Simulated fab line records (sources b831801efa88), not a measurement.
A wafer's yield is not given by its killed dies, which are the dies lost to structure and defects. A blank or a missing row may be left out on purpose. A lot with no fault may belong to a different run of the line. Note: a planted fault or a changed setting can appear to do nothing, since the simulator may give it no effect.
Chamber matching / flow sky130 / SKY_METAL3_ETCH_17 on rie diel-01 has 4 sister chambers
The step etches SiO2 in C4F8/O2/Ar, stops on TiN, time 3.9 s, target depth 15 nm. 4 wafers are shown with their chamber, then 9 later ones without.

== WAFERS PAIRED WITH THEIR CHAMBERS ==
wafer=L645.5; chamber=2; oes product au (a.u.)=0.775
wafer=L649.1; chamber=3; oes product au (a.u.)=0.756
wafer=L649.2; chamber=0; oes product au (a.u.)=0.753
wafer=L649.3; chamber=1; oes product au (a.u.)=0.768

== WAFERS MISSING THEIR CHAMBER ==
wafer=L652.1; oes product au (a.u.)=0.743
wafer=L652.3; oes product au (a.u.)=0.757
wafer=L652.4; oes product au (a.u.)=0.757
wafer=L653.2; oes product au (a.u.)=0.751
wafer=L653.3; oes product au (a.u.)=0.761
wafer=L653.5; oes product au (a.u.)=0.751
wafer=L655.1; oes product au (a.u.)=0.760
wafer=L655.5; oes product au (a.u.)=0.779
wafer=L655.6; oes product au (a.u.)=0.766

== EACH ONE'S CHAMBER ==
wafer=L652.1; from the rows above=can't be placed: 0 or 3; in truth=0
wafer=L652.3; from the rows above=can't be placed: 3 or 0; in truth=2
wafer=L652.4; from the rows above=can't be placed: 3 or 0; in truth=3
wafer=L653.2; from the rows above=can't be placed: 0 or 3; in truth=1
wafer=L653.3; from the rows above=can't be placed: 3 or 1 or 0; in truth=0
wafer=L653.5; from the rows above=can't be placed: 0 or 3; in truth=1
wafer=L655.1; from the rows above=can't be placed: 3 or 0 or 1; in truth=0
wafer=L655.5; from the rows above=can't be placed: 2 or 1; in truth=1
wafer=L655.6; from the rows above=can't be placed: 1 or 2 or 3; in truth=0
Correctly placed: 0 of 9. Can't be placed from these rows: 9 (the true chamber is among the candidates in 5). 0 placed wrongly.
How it was worked out, from the rows above alone: a wafer's distance from a chamber is the root of the sum, over the readings, of the square of ((its reading less the chamber's mean) divided by the reading's scatter). The wafer belongs to the nearest chamber; if the next one is less than 2 further off, it can't be placed. For every chamber, the mean is computed from those of its wafers that are shown. The scatter (one wafer shown for each chamber): square how far every hidden wafer sits from the nearest shown wafer, average those squares and take the square root.
